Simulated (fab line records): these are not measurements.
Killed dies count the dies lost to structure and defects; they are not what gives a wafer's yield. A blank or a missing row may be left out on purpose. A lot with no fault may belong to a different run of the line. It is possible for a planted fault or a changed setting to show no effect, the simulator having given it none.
Which tool was responsible? | flow gf180mcu | 13 lots, 39 wafers sampled, at 1 step of a route of 602

WHAT EACH GAUGE READ, for each wafer
GF_LVPWELL_TW_MEAS_11.
lot  | measured    | on            | LVPWELL_TW
L579 | day 3 23:32 | film_metro-01 | 556.7 555.1 560.9
L581 | day 4 09:41 | film_metro-04 | 555.8 557.1 556.8
L583 | day 4 19:59 | film_metro-01 | 565.2 564.6 563.2
L587 | day 5 18:44 | film_metro-01 | 563.3 562.2 561.9
L588 | day 5 23:08 | film_metro-01 | 559.0 560.0 563.9
L589 | day 6 03:17 | film_metro-01 | 562.9 562.3 561.9
L590 | day 6 11:12 | film_metro-01 | 562.1 560.7 559.4
L592 | day 6 21:34 | film_metro-04 | 561.1 560.8 562.8
L598 | day 8 07:24 | film_metro-04 | 559.5 555.8 558.0
L599 | day 8 12:45 | film_metro-04 | 556.2 558.4 559.9
L600 | day 8 19:08 | film_metro-01 | 559.3 560.7 560.1
L601 | day 8 23:56 | film_metro-03 | 554.7 557.4 557.0
L602 | day 9 09:43 | film_metro-04 | 558.7 557.3 553.8

EACH LOT AND THE TOOL THAT RAN IT (in order: tool; ch and the chambers of the sampled wafers; start)
The record holds no process step before these readings.

AS READ BY THE TOOLS THEMSELVES (means over the sampled wafers that have a number; for cases with no such wafer, the mark the record gives instead)
The record holds no such reading with a usual standard deviation.

THE ANSWER, worked out from the rows above alone
Rule: what is usual is taken from the lots themselves. Put in order of their means at a reading, lots are off if they are a third of the lots or fewer, leave a main group of 4 or more, and stand apart from it by a gap of 3 or more times the standard deviation of the main group's means; of several such gaps the widest counts. The tables above print the reading to a certain number of digits; a main group whose means all agree to those digits is not used. Also off: a lot with no number at a reading for which 4 or more lots have one. All remaining lots with rows at the step are treated as sound. The gauges are gone through in route order, then the tools' own readings, and for those a lot's mean is taken as printed above. The first step at which some lot is off is used, and at that step the reading that is off furthest; a lot without a number counts as furthest.
Across all readings shown, no lot is off: no conclusion can be drawn from this.

WHAT WAS PUT IN BY THE SIMULATOR
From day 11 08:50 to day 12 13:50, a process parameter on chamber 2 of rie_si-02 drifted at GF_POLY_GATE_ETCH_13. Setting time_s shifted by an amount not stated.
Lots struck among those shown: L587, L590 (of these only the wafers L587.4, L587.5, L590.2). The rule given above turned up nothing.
